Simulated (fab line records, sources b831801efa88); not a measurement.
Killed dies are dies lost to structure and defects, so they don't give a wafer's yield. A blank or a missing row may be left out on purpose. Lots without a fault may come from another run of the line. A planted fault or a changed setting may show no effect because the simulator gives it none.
One fault seen from 2 desks | flow gf180mcu | each desk has only its own numbers; what lay behind them comes last

THE METROLOGY DESK
What the gauges read, lot by lot, whatever tool the lot ran on: means of the sampled wafers that have a number. A lot is out of limits, marked OUT, if its mean lies more than 4 standard deviations from the usual mean; the brackets give that distance.
Columns: A = cd_nm at GF_M4_CD_MEAS_14, usual 280.2 nm; B = MIM_ALCU_RS at GF_MIM_RS_MEAS_10, usual 0.1597 ohm/sq; C = MIM_ALCU_THK at GF_MIM_THK_MEAS_11, usual 202.3 nm
lot  | first seen here | A     | B      | C
L993 | day 23 06:40    | 280.4 | 0.1601 | 203.0
L995 | day 23 22:54    | 279.4 | 0.1596 | 204.2
L996 | day 24 02:21    | 280.6 | 0.1596 | 203.6
L997 | day 24 12:35    | 280.1 | 0.1573 | 206.2
L999 | day 25 00:16    | 280.1 | 0.1610 | 201.0
L101 | day 25 22:59    | 280.3 | 0.1605 | 202.6
L102 | day 26 09:51    | 281.0 | 0.1580 | 202.6
L106 | day 27 16:14    | 280.3 | 0.1618 | 200.3
L108 | day 28 11:13    | 280.5 | 0.1632 | 196.3
L110 | day 28 19:13    | 278.5 | 0.1652 | 194.2
L115 | day 29 20:40    | 280.7 | 0.1621 | 199.9
L116 | day 30 08:33    | 279.7 | 0.1622 | 199.7
This desk's finding: nothing out of limits on any of the 12 lots.

THE TOOL OWNER'S DESK: pvd_sputter-03
The tool's own readings at GF_MIM_SPUTTER_08 (material AlCu, target thk 200 nm, time 10.6 s): means of the sampled wafers that have a number, for each lot that ran on this tool. A lot is out of limits, marked OUT, if its mean lies more than 4 standard deviations from the usual mean; the brackets give that distance.
Columns: A = throttle_valve_pct at GF_MIM_SPUTTER_08, usual 30.3 %
lot  | first seen here | A
L996 | day 25 03:14    | 29.8
L997 | day 25 13:05    | 30.4
L102 | day 27 09:20    | 29.8
L108 | day 29 10:10    | 29.1
L110 | day 29 17:41    | 29.7
This desk's finding: nothing out of limits on any of the 5 lots.

PUT TOGETHER
The metrology desk saw nothing out of limits.
The tool owner's desk saw nothing out of limits.

WHAT THE SIMULATOR HAD PUT IN
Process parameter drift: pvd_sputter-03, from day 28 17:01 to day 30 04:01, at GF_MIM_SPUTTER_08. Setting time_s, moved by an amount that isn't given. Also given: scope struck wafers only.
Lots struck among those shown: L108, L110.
